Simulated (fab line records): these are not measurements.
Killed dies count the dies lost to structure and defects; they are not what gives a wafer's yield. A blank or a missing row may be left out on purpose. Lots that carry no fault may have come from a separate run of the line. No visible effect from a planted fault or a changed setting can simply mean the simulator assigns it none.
fab line records + flow sky130 + part 2 of 2: steps 27 to 38 of 38
record:
- lots: 5
- wafers: 15
- last-day: 50
route steps=708 shown VIA3@591 METAL4@598 CAP2M@603
lots that met no fault: taken from a fault-free run of the same line
start-h: hours from the record's opening day to when the first of the lot's shown wafers began + wait-h: hours from the lot's prior step to this one + " as in the row above + L1.1+2: several wafers, shown together as one row + - value missing, or start not given + * or withheld: withheld + < > ~ a bound
route shown NAME@n: a module of which the file shows steps, and the number in the route of the first + usual: mean/standard deviation taken from wafers without a fault + same: alike in all rows + chamber/n: place in a boat + sites: the reading at each site + _std_site: the values' standard deviation + _edge_site: inner sites' mean taken away from outer sites' mean + radius-mm: how far each site lies from the wafer's centre + mask NAME#n: copy n + behind: the last tool/chamber to shape the wafer + hold: cause of the lot's hold/its duration in hours/its outcome + device: whichever transistor did not switch (one of n, p or np) + end of line: tests of these same wafers at the route's end + step lacking rows: just its recipe + killed: at the first sort, the dies lost to defects and structure; wafer yield is something else + map: dies across one wafer; x = killed, . = not, _ = none there
set.NAME: setting as actually run; set.NAME@STEP: the setting as run at that earlier step + model.NAME: the simulator's own value behind a step, which no gauge read
a table for each step, a row for each wafer; lots at some steps of the route
services: a tool's chamber out of use, with start hour (start-h, from the record's first day; less than 0 if before it), hours out, and reason
== steps ==
step: SKY_CAP2M_STRIP_14
recipe:
- chemistry: O2/N2
- power-w: 1400
- pressure-mtorr: 1500
- platen-temp-c: withheld
- o2-flow-sccm: 3000
- n2-flow-sccm: 300
- overash-fraction: 0.5
usual:
- chamber-pressure-mTorr: 1499.9/1.4
- drypump-motor-current-A: 5.4/0.33
- oes-product-au: 0.710/0.0045
- strip-time-to-endpoint-s: 12.73/0.047
| lot.wafer | tool            | chamber | start-h | wait-h | chamber-pressure-mTorr | drypump-motor-current-A | oes-product-au | rf-hours-counter-h | strip-time-to-endpoint-s |
|-----------|-----------------|---------|---------|--------|------------------------|-------------------------|----------------|--------------------|--------------------------|
| L077.2    | plasma-asher-01 | 1       | 973.50  | 0.1    | 1500.5                 | 4.9                     | 0.704          | 21                 | 12.66                    |
| L077.3    | "               | 0       | "       | "      | 1498.7                 | 5.6                     | 0.704          | -                  | 12.70                    |
| L077.4    | "               | 1       | "       | "      | 1502.0                 | 4.9                     | 0.717          | -                  | 12.68                    |
| L079.2    | plasma-asher-01 | 1       | 986.45  | 0.1    | 1500.3                 | 4.9                     | 0.708          | 22                 | 12.76                    |
| L079.3    | "               | 0       | "       | "      | 1501.2                 | 5.6                     | 0.703          | -                  | 12.81                    |
| L079.4    | "               | 1       | "       | "      | 1500.0                 | 4.9                     | 0.709          | -                  | 12.83                    |
| L087.4    | plasma-asher-01 | 1       | 1039.08 | 0.1    | 1500.0                 | 4.9                     | 0.707          | -                  | 12.66                    |
| L087.5    | "               | 1       | "       | "      | 1500.2                 | 4.9                     | 0.717          | -                  | 12.67                    |
| L087.6    | "               | 0       | "       | "      | 1498.6                 | 5.6                     | 0.708          | -                  | 12.67                    |
| L089.2    | plasma-asher-04 | 1       | 1054.54 | 0.1    | 1499.3                 | 5.3                     | 0.711          | 63                 | 12.69                    |
| L089.4    | "               | 0       | "       | "      | 1499.3                 | 5.5                     | 0.711          | -                  | 12.68                    |
| L089.5    | "               | 1       | "       | "      | 1497.4                 | 5.3                     | 0.707          | -                  | 12.69                    |
| L096.4    | plasma-asher-03 | 0       | 1101.72 | 0.1    | 1500.1                 | 5.9                     | 0.710          | -                  | 12.82                    |
| L096.5    | "               | 0       | "       | "      | 1500.0                 | 5.9                     | 0.717          | -                  | 12.75                    |
| L096.6    | "               | 1       | "       | "      | 1496.3                 | 5.8                     | 0.710          | -                  | 12.77                    |
step: SKY_CAP2M_STRIP_15
recipe:
- chemistry: post-etch-residue-remover
- time-s: 1200
- temp-c: 72.5
| lot.wafer  | tool         | chamber | start-h | wait-h |
|------------|--------------|---------|---------|--------|
| L077.2+3+4 | wet-bench-03 | 0       | 973.60  | 0.1    |
| L079.2+3+4 | wet-bench-03 | 3       | 986.55  | 0.1    |
| L087.4+5+6 | wet-bench-03 | 0       | 1039.15 | 0.0    |
| L089.2+4+5 | wet-bench-01 | 3       | 1054.64 | 0.1    |
| L096.4+5+6 | wet-bench-01 | 1       | 1101.79 | 0.0    |
step: SKY_CAP2M_CLEAN_16
recipe:
- chemistry: IPA
- time-s: 180
- temp-c: 25
| lot.wafer  | tool         | chamber | start-h | wait-h |
|------------|--------------|---------|---------|--------|
| L077.2+3+4 | wet-bench-04 | 2       | 973.97  | 0.0    |
| L079.2+3+4 | wet-bench-01 | 2       | 986.89  | 0.0    |
| L087.4+5+6 | wet-bench-04 | 2       | 1039.49 | 0.0    |
| L089.2+4+5 | wet-bench-01 | 3       | 1055.07 | 0.1    |
| L096.4+5+6 | wet-bench-01 | 0       | 1102.47 | 0.0    |
step: SKY_CAP2M_CLEAN_17
recipe:
- chemistry: O3/DIW
- dry: n2-spin
| lot.wafer  | tool         | chamber | start-h | wait-h |
|------------|--------------|---------|---------|--------|
| L077.2+3+4 | wet-bench-01 | 1       | 974.03  | 0.0    |
| L079.2+3+4 | wet-bench-03 | 0       | 986.95  | 0.0    |
| L087.4+5+6 | wet-bench-03 | 2       | 1039.55 | 0.0    |
| L089.2+4+5 | wet-bench-01 | 3       | 1055.13 | 0.0    |
| L096.4+5+6 | wet-bench-04 | 0       | 1102.59 | 0.0    |
step: SKY_METAL4_DEHYDRATE_05
recipe:
- temp-c: 200
- time-s: 60
usual:
- exhaust-pa: 45.1/0.84
| lot.wafer | tool           | chamber | start-h | wait-h | exhaust-pa |
|-----------|----------------|---------|---------|--------|------------|
| L077.2    | litho-track-02 | 0       | 984.11  | 10.0   | 45.7       |
| L077.3    | "              | 0       | "       | "      | 45.1       |
| L077.4    | "              | 0       | "       | "      | 46.1       |
| L079.2    | litho-track-01 | 0       | 998.94  | 11.9   | 45.9       |
| L079.3    | "              | 0       | "       | "      | 44.4       |
| L079.4    | "              | 0       | "       | "      | 43.9       |
| L087.4    | litho-track-01 | 0       | 1049.94 | 10.3   | 44.9       |
| L087.5    | "              | 0       | "       | "      | 44.5       |
| L087.6    | "              | 0       | "       | "      | 47.1       |
| L089.2    | litho-track-01 | 0       | 1065.94 | 10.7   | 44.6       |
| L089.4    | "              | 0       | "       | "      | 46.2       |
| L089.5    | "              | 0       | "       | "      | 45.5       |
| L096.4    | litho-track-02 | 0       | 1113.11 | 10.4   | 45.4       |
| L096.5    | "              | 0       | "       | "      | 45.0       |
| L096.6    | "              | 0       | "       | "      | 45.1       |
step: SKY_METAL4_HMDS_06
recipe:
- prime-time-s: 60
- prime-temp-c: 120
usual:
- exhaust-pa: 44.9/0.93
| lot.wafer | tool           | chamber | start-h | wait-h | exhaust-pa |
|-----------|----------------|---------|---------|--------|------------|
| L077.2    | litho-track-02 | 0       | 984.26  | 0.1    | 45.3       |
| L077.3    | "              | 0       | "       | "      | 44.1       |
| L077.4    | "              | 0       | "       | "      | 44.7       |
| L079.2    | litho-track-01 | 0       | 999.09  | 0.1    | 44.4       |
| L079.3    | "              | 0       | "       | "      | 45.2       |
| L079.4    | "              | 0       | "       | "      | 44.6       |
| L087.4    | litho-track-01 | 0       | 1050.09 | 0.1    | 43.8       |
| L087.5    | "              | 0       | "       | "      | 44.8       |
| L087.6    | "              | 0       | "       | "      | 43.5       |
| L089.2    | litho-track-01 | 0       | 1066.09 | 0.1    | 44.1       |
| L089.4    | "              | 0       | "       | "      | 44.5       |
| L089.5    | "              | 0       | "       | "      | 44.7       |
| L096.4    | litho-track-02 | 0       | 1113.26 | 0.1    | 44.6       |
| L096.5    | "              | 0       | "       | "      | 44.6       |
| L096.6    | "              | 0       | "       | "      | 43.3       |
step: SKY_METAL4_COAT_07
recipe:
- resist: BARC
- temp-c: withheld
- time-s: withheld
- spin-rpm: 3000
- resist-thk-nm: 60
usual:
- exhaust-pa: 44.8/0.85
| lot.wafer | tool           | chamber | start-h | wait-h | exhaust-pa |
|-----------|----------------|---------|---------|--------|------------|
| L077.2    | litho-track-02 | 0       | 984.41  | 0.1    | 44.4       |
| L077.3    | "              | 0       | "       | "      | 43.9       |
| L077.4    | "              | 0       | "       | "      | 43.6       |
| L079.2    | litho-track-01 | 0       | 999.24  | 0.1    | 44.0       |
| L079.3    | "              | 0       | "       | "      | 42.6       |
| L079.4    | "              | 0       | "       | "      | 44.8       |
| L087.4    | litho-track-01 | 0       | 1050.24 | 0.1    | 45.7       |
| L087.5    | "              | 0       | "       | "      | 44.9       |
| L087.6    | "              | 0       | "       | "      | 45.5       |
| L089.2    | litho-track-01 | 0       | 1066.24 | 0.1    | 44.9       |
| L089.4    | "              | 0       | "       | "      | 43.9       |
| L089.5    | "              | 0       | "       | "      | 44.4       |
| L096.4    | litho-track-02 | 0       | 1113.41 | 0.1    | 46.8       |
| L096.5    | "              | 0       | "       | "      | 45.8       |
| L096.6    | "              | 0       | "       | "      | 46.1       |
step: SKY_METAL4_COAT_08
recipe:
- resist: KrF-thick
- spin-rpm: 3000
- resist-thk-nm: 1140
usual:
- exhaust-pa: 45.2/0.86
| lot.wafer | tool           | chamber | start-h | wait-h | exhaust-pa |
|-----------|----------------|---------|---------|--------|------------|
| L077.2    | litho-track-02 | 0       | -       | -      | 46.1       |
| L077.3    | "              | 0       | "       | "      | 45.7       |
| L077.4    | "              | 0       | "       | "      | 46.8       |
| L079.2    | litho-track-01 | 0       | -       | -      | 46.8       |
| L079.3    | "              | 0       | "       | "      | 46.0       |
| L079.4    | "              | 0       | "       | "      | 45.3       |
| L087.4    | litho-track-01 | 0       | -       | -      | 45.4       |
| L087.5    | "              | 0       | "       | "      | 45.3       |
| L087.6    | "              | 0       | "       | "      | 43.8       |
| L089.2    | litho-track-01 | 0       | -       | -      | 45.9       |
| L089.4    | "              | 0       | "       | "      | 46.2       |
| L089.5    | "              | 0       | "       | "      | 45.5       |
| L096.4    | litho-track-02 | 0       | -       | -      | 45.9       |
| L096.5    | "              | 0       | "       | "      | 47.5       |
| L096.6    | "              | 0       | "       | "      | 46.7       |
step: SKY_METAL4_SOFTBAKE_09
recipe:
- temp-c: 100
- time-s: 90
- resist: KrF-thick
usual:
- exhaust-pa: 45.0/0.99
| lot.wafer | tool           | chamber | start-h | wait-h | exhaust-pa |
|-----------|----------------|---------|---------|--------|------------|
| L077.2    | litho-track-02 | 0       | -       | -      | 44.4       |
| L077.3    | "              | 0       | "       | "      | 45.6       |
| L077.4    | "              | 0       | "       | "      | 44.7       |
| L079.2    | litho-track-01 | 0       | -       | -      | 44.7       |
| L079.3    | "              | 0       | "       | "      | 45.4       |
| L079.4    | "              | 0       | "       | "      | 46.3       |
| L087.4    | litho-track-01 | 0       | -       | -      | 44.9       |
| L087.5    | "              | 0       | "       | "      | 44.9       |
| L087.6    | "              | 0       | "       | "      | 45.3       |
| L089.2    | litho-track-01 | 0       | -       | -      | 43.9       |
| L089.4    | "              | 0       | "       | "      | 44.8       |
| L089.5    | "              | 0       | "       | "      | 43.8       |
| L096.4    | litho-track-02 | 0       | -       | -      | 44.2       |
| L096.5    | "              | 0       | "       | "      | 44.6       |
| L096.6    | "              | 0       | "       | "      | 44.7       |
step: SKY_METAL4_EXPOSE_10
recipe:
- mask-id: MM4
- na: 0.68
- source-shape: annular
- sigma-inner: 0.4
- sigma-outer: 0.8
- target-cd-nm: 300
- dose-mj: 28
| lot.wafer  | tool           | chamber | start-h | wait-h | mask  |
|------------|----------------|---------|---------|--------|-------|
| L077.2+3+4 | krf-scanner-01 | 0       | -       | -      | MM4#0 |
| L079.2+3+4 | krf-scanner-02 | 0       | -       | -      | MM4#0 |
| L087.4+5+6 | krf-scanner-02 | 0       | -       | -      | MM4#0 |
| L089.2+4+5 | krf-scanner-02 | 0       | -       | -      | MM4#0 |
| L096.4+5+6 | krf-scanner-01 | 0       | -       | -      | MM4#0 |
step: SKY_METAL4_PEB_11
recipe:
- peb-temp-c: withheld
- peb-time-s: withheld
- resist: KrF-thick
usual:
- exhaust-pa: 45.0/0.94
| lot.wafer | tool           | chamber | start-h | wait-h | exhaust-pa |
|-----------|----------------|---------|---------|--------|------------|
| L077.2    | litho-track-04 | 0       | -       | -      | 43.1       |
| L077.3    | "              | 0       | "       | "      | 42.2       |
| L077.4    | "              | 0       | "       | "      | 42.8       |
| L079.2    | litho-track-01 | 0       | -       | -      | 44.2       |
| L079.3    | "              | 0       | "       | "      | 45.2       |
| L079.4    | "              | 0       | "       | "      | 43.9       |
| L087.4    | litho-track-01 | 0       | -       | -      | 45.3       |
| L087.5    | "              | 0       | "       | "      | 44.8       |
| L087.6    | "              | 0       | "       | "      | 45.2       |
| L089.2    | litho-track-01 | 0       | -       | -      | 45.3       |
| L089.4    | "              | 0       | "       | "      | 44.5       |
| L089.5    | "              | 0       | "       | "      | 44.7       |
| L096.4    | litho-track-02 | 0       | -       | -      | 45.5       |
| L096.5    | "              | 0       | "       | "      | 44.2       |
| L096.6    | "              | 0       | "       | "      | 45.7       |
step: SKY_METAL4_DEVELOP_12
recipe:
- develop-time-s: 60
- resist: KrF-thick
- dev-temp-c: 21
usual:
- exhaust-pa: 45.0/0.8
| lot.wafer | tool           | chamber | start-h | wait-h | exhaust-pa |
|-----------|----------------|---------|---------|--------|------------|
| L077.2    | litho-track-04 | 0       | -       | -      | 45.6       |
| L077.3    | "              | 0       | "       | "      | 45.7       |
| L077.4    | "              | 0       | "       | "      | 44.7       |
| L079.2    | litho-track-01 | 0       | -       | -      | 45.1       |
| L079.3    | "              | 0       | "       | "      | 46.3       |
| L079.4    | "              | 0       | "       | "      | 44.1       |
| L087.4    | litho-track-01 | 0       | -       | -      | 44.8       |
| L087.5    | "              | 0       | "       | "      | 46.2       |
| L087.6    | "              | 0       | "       | "      | 45.2       |
| L089.2    | litho-track-01 | 0       | -       | -      | 44.6       |
| L089.4    | "              | 0       | "       | "      | 45.6       |
| L089.5    | "              | 0       | "       | "      | 44.5       |
| L096.4    | litho-track-02 | 0       | -       | -      | 44.3       |
| L096.5    | "              | 0       | "       | "      | 43.9       |
| L096.6    | "              | 0       | "       | "      | 44.6       |
== services ==
| tool             | chamber | start-h | hours | kind   |
|------------------|---------|---------|-------|--------|
| rie-metal-04     | -       | 936.96  | 0.4   | repair |
| krf-scanner-02   | -       | 946.08  | 1.3   | pm     |
| krf-scanner-02   | -       | 947.38  | 1.0   | pm     |
| krf-scanner-02   | -       | 949.13  | 4.4   | pm     |
| krf-scanner-02   | -       | 963.55  | 0.8   | pm     |
| iline-stepper-01 | -       | 965.11  | 4.2   | repair |
| cmp-02           | -       | 982.57  | 4.1   | pm     |
| pvd-sputter-02   | -       | 983.12  | 1.3   | repair |
| wet-bench-01     | -       | 986.95  | 2.7   | repair |
| cvd-w-01         | 0       | 994.19  | 4.7   | repair |
| cvd-w-01         | -       | 994.29  | 0.4   | repair |
| iline-stepper-01 | -       | 1004.99 | 12.5  | repair |
| rie-metal-04     | -       | 1010.25 | 2.8   | pm     |
| rie-metal-04     | -       | 1013.62 | 2.3   | repair |
| cvd-w-01         | -       | 1021.04 | 6.9   | pm     |
| wet-bench-02     | -       | 1026.74 | 3.8   | repair |
| krf-scanner-02   | -       | 1038.07 | 0.3   | repair |
| cvd-w-01         | -       | 1055.79 | 3.1   | repair |
| rie-metal-04     | 1       | 1066.14 | 4.3   | repair |
| iline-stepper-01 | -       | 1081.43 | 1.7   | pm     |
| cmp-02           | -       | 1088.01 | 0.2   | repair |
| cmp-02           | -       | 1088.22 | 3.6   | pm     |
| cmp-02           | -       | 1094.27 | 0.6   | repair |
| wet-bench-03     | -       | 1101.61 | 6.2   | repair |
